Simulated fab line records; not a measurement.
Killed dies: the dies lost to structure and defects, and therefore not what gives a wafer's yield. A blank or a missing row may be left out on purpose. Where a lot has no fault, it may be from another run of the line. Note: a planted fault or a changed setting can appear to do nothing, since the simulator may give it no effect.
Which of the tools did it? :: flow gf180mcu :: 12 lots, 36 wafers sampled, at 4 steps of a route of 602

WHAT THE GAUGES SHOWED, per wafer
GF_HV_LDD_CD_MEAS_19: target cd 400 nm.
lot: L260
measured: day 11 04:53
on: cdSem-02
cdNm (nm): 400.0 402.5 399.2

lot: L262
measured: day 11 15:23
on: cdSem-02
cdNm (nm): 396.4 397.7 396.0

lot: L265
measured: day 12 20:52
on: cdSem-02
cdNm (nm): 399.3 401.8 398.6

lot: L266
measured: day 13 03:00
on: cdSem-01
cdNm (nm): 400.5 401.9 401.4

lot: L268
measured: day 13 15:33
on: cdSem-02
cdNm (nm): 402.8 404.7 402.9

lot: L267
measured: day 13 16:34
on: cdSem-02
cdNm (nm): 398.3 398.9 400.2

lot: L270
measured: day 14 03:41
on: cdSem-01
cdNm (nm): 397.5 398.6 397.3

lot: L271
measured: day 14 10:57
on: cdSem-01
cdNm (nm): 400.9 401.7 399.8

lot: L276
measured: day 16 06:48
on: cdSem-01
cdNm (nm): 398.0 397.6 395.9

lot: L277
measured: day 16 14:10
on: cdSem-01
cdNm (nm): 401.9 402.4 400.7

lot: L278
measured: day 16 20:34
on: cdSem-02
cdNm (nm): 400.3 399.8 396.2

lot: L281
measured: day 18 00:55
on: cdSem-02
cdNm (nm): 398.9 403.3 399.9

GF_HV_LDD_OVL_MEAS_20.
lot: L260
measured: day 11 04:59
on: overlay-01
HV_LDD_01_OVL (nm): -0.6 0.1 -0.7

lot: L262
measured: day 11 15:29
on: overlay-02
HV_LDD_01_OVL (nm): -2.1 -2.6 -0.6

lot: L265
measured: day 12 20:59
on: overlay-01
HV_LDD_01_OVL (nm): 0.7 -2.3 0.4

lot: L266
measured: day 13 03:07
on: overlay-01
HV_LDD_01_OVL (nm): -1.2 1.5 -0.4

lot: L268
measured: day 13 15:40
on: overlay-02
HV_LDD_01_OVL (nm): 1.0 0.8 1.8

lot: L267
measured: day 13 16:41
on: overlay-02
HV_LDD_01_OVL (nm): -0.1 -0.8 -0.9

lot: L270
measured: day 14 03:48
on: overlay-02
HV_LDD_01_OVL (nm): -0.9 0.6 -1.3

lot: L271
measured: day 14 11:04
on: overlay-02
HV_LDD_01_OVL (nm): 0.7 -0.3 -0.2

lot: L276
measured: day 16 06:55
on: overlay-01
HV_LDD_01_OVL (nm): -0.4 -0.7 -1.6

lot: L277
measured: day 16 14:17
on: overlay-02
HV_LDD_01_OVL (nm): -0.8 -1.8 0.0

lot: L278
measured: day 16 20:40
on: overlay-02
HV_LDD_01_OVL (nm): 1.8 -1.2 0.2

lot: L281
measured: day 18 01:02
on: overlay-02
HV_LDD_01_OVL (nm): 0.2 0.1 -0.8

GF_HV_LDD_CD_MEAS_46: target cd 400 nm.
lot: L260
measured: day 12 21:50
on: cdSem-02
cdNm (nm): 401.0 400.3 400.2

lot: L262
measured: day 13 09:41
on: cdSem-02
cdNm (nm): 400.9 402.5 400.7

lot: L265
measured: day 14 15:57
on: cdSem-01
cdNm (nm): 399.2 398.6 397.0

lot: L266
measured: day 14 22:14
on: cdSem-01
cdNm (nm): 398.7 400.8 399.3

lot: L268
measured: day 15 11:17
on: cdSem-01
cdNm (nm): 400.7 400.4 402.1

lot: L267
measured: day 15 12:33
on: cdSem-01
cdNm (nm): 399.6 399.7 401.6

lot: L270
measured: day 16 01:08
on: cdSem-01
cdNm (nm): 395.6 399.1 396.7

lot: L271
measured: day 16 07:42
on: cdSem-01
cdNm (nm): 398.8 399.0 397.4

lot: L276
measured: day 18 06:57
on: cdSem-02
cdNm (nm): 380.1 379.3 379.8

lot: L277
measured: day 18 15:13
on: cdSem-02
cdNm (nm): 379.7 381.0 380.2

lot: L278
measured: day 18 20:57
on: cdSem-01
cdNm (nm): 399.1 401.3 399.5

lot: L281
measured: day 20 03:35
on: cdSem-02
cdNm (nm): 399.7 400.5 399.3

WHICH TOOL RAN EACH LOT (tool, then ch and the chambers of the sampled wafers, then the start)
lot: L260
GF_HV_LDD_COAT_41: lithoTrack-03 ch 0, day 12 11:32

lot: L262
GF_HV_LDD_COAT_41: lithoTrack-02 ch 0, day 12 22:59

lot: L265
GF_HV_LDD_COAT_41: lithoTrack-03 ch 0, day 14 04:58

lot: L266
GF_HV_LDD_COAT_41: lithoTrack-03 ch 0, day 14 11:16

lot: L268
GF_HV_LDD_COAT_41: lithoTrack-02 ch 0, day 15 00:04

lot: L267
GF_HV_LDD_COAT_41: lithoTrack-02 ch 0, day 15 01:22

lot: L270
GF_HV_LDD_COAT_41: lithoTrack-03 ch 0, day 15 13:53

lot: L271
GF_HV_LDD_COAT_41: lithoTrack-02 ch 0, day 15 20:25

lot: L276
GF_HV_LDD_COAT_41: lithoTrack-04 ch 0, day 17 19:42

lot: L277
GF_HV_LDD_COAT_41: lithoTrack-04 ch 0, day 18 02:42

lot: L278
GF_HV_LDD_COAT_41: lithoTrack-02 ch 0, day 18 08:31

lot: L281
GF_HV_LDD_COAT_41: lithoTrack-03 ch 0, day 19 14:43
- GF_HV_LDD_COAT_41: resist thk 1000 nm.

WHAT THE TOOLS THEMSELVES READ (means of the sampled wafers that have a number; where no wafer has one, the mark that the record gives instead)
GF_HV_LDD_COAT_41.
lot: L260
tool: lithoTrack-03
spinSpeedRpm (rpm): 3001.2

lot: L262
tool: lithoTrack-02
spinSpeedRpm (rpm): 3002.1

lot: L265
tool: lithoTrack-03
spinSpeedRpm (rpm): 3000.6

lot: L266
tool: lithoTrack-03
spinSpeedRpm (rpm): 3000.3

lot: L268
tool: lithoTrack-02
spinSpeedRpm (rpm): 2999.0

lot: L267
tool: lithoTrack-02
spinSpeedRpm (rpm): 2998.9

lot: L270
tool: lithoTrack-03
spinSpeedRpm (rpm): 2999.5

lot: L271
tool: lithoTrack-02
spinSpeedRpm (rpm): 3000.2

lot: L276
tool: lithoTrack-04
spinSpeedRpm (rpm): 2120.5

lot: L277
tool: lithoTrack-04
spinSpeedRpm (rpm): 2123.1

lot: L278
tool: lithoTrack-02
spinSpeedRpm (rpm): 2998.1

lot: L281
tool: lithoTrack-03
spinSpeedRpm (rpm): 2998.9

THE ANSWER, worked out from the rows above alone
Rule: the usual values come from the lots themselves. Put in order of their means at a reading, lots are off if they are a third of the lots or fewer, leave a main group of 4 or more, and stand apart from it by a gap of 3 or more times the standard deviation of the main group's means; of several such gaps the widest counts. If all means in a main group match to the digits the tables above print for the reading, that group is not used. A lot without any number at a reading at which 4 lots or more have one is off too. All remaining lots with rows at the step are treated as sound. After the gauges, taken in route order, come the tools' own readings; for these a lot's mean is taken, as printed above. The first step at which some lot is off is used, and at that step the reading that is off furthest; a lot without a number counts as furthest.
Off: L276, L277 (GF_HV_LDD_CD_MEAS_46, cdNm). The main group: mean 399.6 nm, standard deviation 1.3.
If a tool, at a process step before that reading, ran all the lots that are off and no sound lot after the first of them, it fits. Not tried: the gauges at GF_HV_LDD_CD_MEAS_46; whatever is off there is also off at GF_HV_LDD_COAT_41, on other tools, and gauge error can't account for it. One fits: GF_HV_LDD_COAT_41 on lithoTrack-04. It ran no sound lot before its first lot that is off in this sample, so the start can't be narrowed down.
On the lots that are off, the tool's own readings at GF_HV_LDD_COAT_41 differ by more than 5 times the standard deviation of the sound lots' means, which bears it out; spinSpeedRpm reads 2121.8 rpm there versus 2999.9 rpm on the sound lots.

WHAT HAD BEEN PUT IN BY THE SIMULATOR
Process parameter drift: lithoTrack-04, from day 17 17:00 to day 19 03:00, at GF_HV_LDD_COAT_41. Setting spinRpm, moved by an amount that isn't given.
Lots struck among those shown: L276, L277. Same finding as the rule above.
